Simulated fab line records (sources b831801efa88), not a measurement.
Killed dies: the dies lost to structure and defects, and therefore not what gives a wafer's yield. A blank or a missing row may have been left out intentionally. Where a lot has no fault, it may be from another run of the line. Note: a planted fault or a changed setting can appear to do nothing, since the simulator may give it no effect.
Struck lot and sound lot, side by side / flow sky130 / 15 out of 708 route steps
Sound: these wafers, L332.1, L332.2, L332.5. Wafers L334.1, L334.3, L334.5 were the ones struck. At the end, the cause is stated.
At each step with rows: each side's tool, then ch and its chambers, then its first start. Under that, the readings that differ: sound wafers / struck wafers / difference of the means / sigmas: that difference in standard deviations of wafers without a fault.
alike: same words and numbers on both sides, and readings whose means sit less than 2 such deviations apart. not compared: any withheld reading, any reading some wafer has no value for, any bound like >300 that may hide the same value, and any number with overlapping values for which the record gives no deviation.
The two part at a step that has a row with sigmas, a row that says differs or no value, or rows on one side only. Non-overlapping numbers with no deviation appear without sigmas and do not part them. A reading missing from all wafers of one side parts the sides only when that side holds two or more wafers.

first, 1 step without rows for these wafers: SKY_LDD_P_DEVELOP_06 (develop time 59.08 s).
SKY_LDD_P_CD_MEAS_07: the cd target is 380 nm.
  sound on cd_sem-01 at day 22 11:49; struck on cd_sem-01 at day 23 12:08
  alike: cd_nm
SKY_LDD_P_OVL_MEAS_08:
  sound on overlay-02 at day 22 11:56; struck on overlay-02 at day 23 12:15
reading=LDD_P_OVL (nm); sound=-0.6 -1.1 -0.5; struck=4.0 4.2 2.2; difference=+4.2; sigmas=+4
next, for these wafers, 1 step has no rows: SKY_LDD_P_IMPLANT_09.
SKY_LDD_P_STRIP_10: strips in O2/N2.
  sound on plasma_asher-04 ch 0,1, day 22 12:07; struck on plasma_asher-04 ch 0,1, day 23 12:26
  alike: drypump_motor_current_A, oes_product_au, strip_time_to_endpoint_s
  not compared: rf_hours_counter_h
SKY_LDD_P_TW_MEAS_11:
  sound on film_metro-04 at day 22 12:13; struck on film_metro-01 at day 23 12:32
  alike: LDD_P_TW
then, 6 steps without rows for these wafers: SKY_LDD_HVN_DEHYDRATE_00 (time 60 s); SKY_LDD_HVN_HMDS_01 (prime time 60 s); SKY_LDD_HVN_COAT_02 (resist thk 300 nm); SKY_LDD_HVN_SOFTBAKE_03 (time 60 s); SKY_LDD_HVN_EXPOSE_04 (exposes mask HVNTM, target cd 700 nm); SKY_LDD_HVN_PEB_05.
SKY_LDD_HVN_DEVELOP_06: develop time 60 s.
  sound on litho_track-02 ch 0, day 23 17:49; struck on litho_track-04 ch 0, day 24 16:58
reading=developer_temp_C (C); sound=22.97 23.07 23.04; struck=21.99 22.03 21.96; difference=-1.03; sigmas=-10
SKY_LDD_HVN_OVL_MEAS_07:
  sound on overlay-02 at day 23 17:58; struck on overlay-01 at day 24 17:07
  alike: LDD_HVN_OVL
-- here the record skips 24 days between the struck wafers' starts before and after, leaving off in module LDD_HVN and picking up in module PAD_OPEN (first step shown: number 708 of the route) --
SKY_PAD_OPEN_PROBE_99:
  sound on prober-01 at day 48 02:56; struck on prober-02 at day 48 15:20
  alike: killed_at_M0_to_M3, killed_at_M4_up, killed_at_contacts, killed_at_front_end, killed_at_other, killed_dies, killed_open, killed_short

## WHERE THEY PART
Last at SKY_LDD_HVN_DEVELOP_06 as far as this record goes, first at SKY_LDD_P_OVL_MEAS_08. Later steps at which nothing parts them and some readings are alike: SKY_LDD_HVN_OVL_MEAS_07, SKY_PAD_OPEN_PROBE_99.

WHY: whatever the simulator had introduced
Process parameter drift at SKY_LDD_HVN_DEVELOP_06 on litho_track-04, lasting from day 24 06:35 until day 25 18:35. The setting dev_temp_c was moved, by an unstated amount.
